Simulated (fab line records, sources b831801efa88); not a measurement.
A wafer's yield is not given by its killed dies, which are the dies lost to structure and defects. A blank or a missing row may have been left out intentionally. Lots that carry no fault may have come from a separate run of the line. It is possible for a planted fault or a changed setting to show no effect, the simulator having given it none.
Which tool was responsible? || flow gf180mcu || 6 lots, 18 wafers sampled, at 1 step of a route of 602

== WHAT EACH GAUGE READ, for each wafer ==
GF_MVPSD_TW_MEAS_11.
{"lot": "L666", "measured": "day 5 06:29", "on": "film-metro-02", "MVPSD_TW": "553 551 554"}
{"lot": "L669", "measured": "day 6 02:20", "on": "film-metro-02", "MVPSD_TW": "552 548 548"}
{"lot": "L673", "measured": "day 7 01:41", "on": "film-metro-04", "MVPSD_TW": "561 564 563"}
{"lot": "L676", "measured": "day 7 22:22", "on": "film-metro-02", "MVPSD_TW": "547 545 548"}
{"lot": "L679", "measured": "day 8 15:56", "on": "film-metro-03", "MVPSD_TW": "555 558 555"}
{"lot": "L687", "measured": "day 10 16:13", "on": "film-metro-03", "MVPSD_TW": "554 553 556"}

== WHAT TOOL EACH LOT RAN ON (gives the tool, then ch and the chambers of the sampled wafers, and finally the start) ==
Before these readings, the record contains no process step.

== THE ANSWER, worked out from the rows above alone ==
Rule: usual is defined by the lots themselves. Put in order of their means at a reading, lots are off if they are a third of the lots or fewer, leave a main group of 4 or more, and stand apart from it by a gap of 3 or more times the standard deviation of the main group's means; of several such gaps the widest counts. Not used: any main group whose means are identical at the precision the tables above print for the reading. Also off: a lot with no number at a reading for which 4 or more lots have one. Where the step has rows for the other lots, those lots are counted as sound.
None of the lots is off at any reading shown; this tells nothing.

== WHAT HAD BEEN PUT IN BY THE SIMULATOR ==
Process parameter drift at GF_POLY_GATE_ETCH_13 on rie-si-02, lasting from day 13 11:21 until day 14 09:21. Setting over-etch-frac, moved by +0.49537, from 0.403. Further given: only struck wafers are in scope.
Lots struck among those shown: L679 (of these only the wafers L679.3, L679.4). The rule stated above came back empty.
